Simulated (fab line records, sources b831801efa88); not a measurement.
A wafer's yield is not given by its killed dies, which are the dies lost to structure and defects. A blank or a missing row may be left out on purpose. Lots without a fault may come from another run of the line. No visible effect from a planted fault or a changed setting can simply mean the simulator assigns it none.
Chamber matching :: flow gf180mcu :: GF_M5_ETCH_09 on rie diel-03 has 4 sister chambers
The step etches Si3N4 in CF4/O2, target depth 52 nm, time 11.6 s. 8 wafers are shown with their chamber, then 10 later ones without.

## WAFERS, EACH WITH ITS CHAMBER
wafer: L082.1
chamber: 2
drypump motor current A (A): 5.83
oes product au (a.u.): 1.007

wafer: L083.4
chamber: 3
drypump motor current A (A): 5.20
oes product au (a.u.): 1.007

wafer: L083.6
chamber: 1
drypump motor current A (A): 5.34
oes product au (a.u.): 1.003

wafer: L086.1
chamber: 1
drypump motor current A (A): 5.36
oes product au (a.u.): 1.000

wafer: L086.3
chamber: 2
drypump motor current A (A): 5.80
oes product au (a.u.): 1.015

wafer: L086.4
chamber: 0
drypump motor current A (A): 5.27
oes product au (a.u.): 0.994

wafer: L088.1
chamber: 3
drypump motor current A (A): 5.19
oes product au (a.u.): 1.011

wafer: L088.4
chamber: 0
drypump motor current A (A): 5.27
oes product au (a.u.): 1.000

## WAFERS MISSING THEIR CHAMBER
wafer: L088.6
drypump motor current A (A): 5.18
oes product au (a.u.): 1.012

wafer: L090.1
drypump motor current A (A): 5.22
oes product au (a.u.): 1.001

wafer: L090.4
drypump motor current A (A): 5.27
oes product au (a.u.): 0.999

wafer: L090.6
drypump motor current A (A): 5.80
oes product au (a.u.): 1.003

wafer: L092.1
drypump motor current A (A): 5.34
oes product au (a.u.): 1.017

wafer: L092.3
drypump motor current A (A): 5.83
oes product au (a.u.): 1.013

wafer: L092.4
drypump motor current A (A): 5.20
oes product au (a.u.): 1.014

wafer: L094.1
drypump motor current A (A): 5.80
oes product au (a.u.): 1.009

wafer: L094.2
drypump motor current A (A): 5.21
oes product au (a.u.): 1.009

wafer: L094.5
drypump motor current A (A): 5.82
oes product au (a.u.): 1.012

## CHAMBER TAKEN BY EACH
wafer: L088.6
from the rows above: 3
in truth: 3

wafer: L090.1
from the rows above: can't be placed: 3 or 0
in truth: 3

wafer: L090.4
from the rows above: 0
in truth: 0

wafer: L090.6
from the rows above: 2
in truth: 2

wafer: L092.1
from the rows above: 1
in truth: 1

wafer: L092.3
from the rows above: 2
in truth: 2

wafer: L092.4
from the rows above: 3
in truth: 3

wafer: L094.1
from the rows above: 2
in truth: 2

wafer: L094.2
from the rows above: 3
in truth: 3

wafer: L094.5
from the rows above: 2
in truth: 2
Placed correctly: 9 of 10. Unplaceable from these rows: 1, with the true chamber sitting among the candidates in 1. Number placed wrongly: 0.
How it was worked out, from the rows above alone: a wafer's distance from a chamber is the root of the sum, over the readings, of the square of ((its reading less the chamber's mean) divided by the reading's scatter). The wafer belongs to the nearest chamber; if the next one is less than 2 further off, it can't be placed. For every chamber, the mean is computed from those of its wafers that are shown. How the scatter is found: for the shown wafers, subtract from each reading the mean of its chamber, square and add these, divide the total by (wafers less chambers), then take the root.
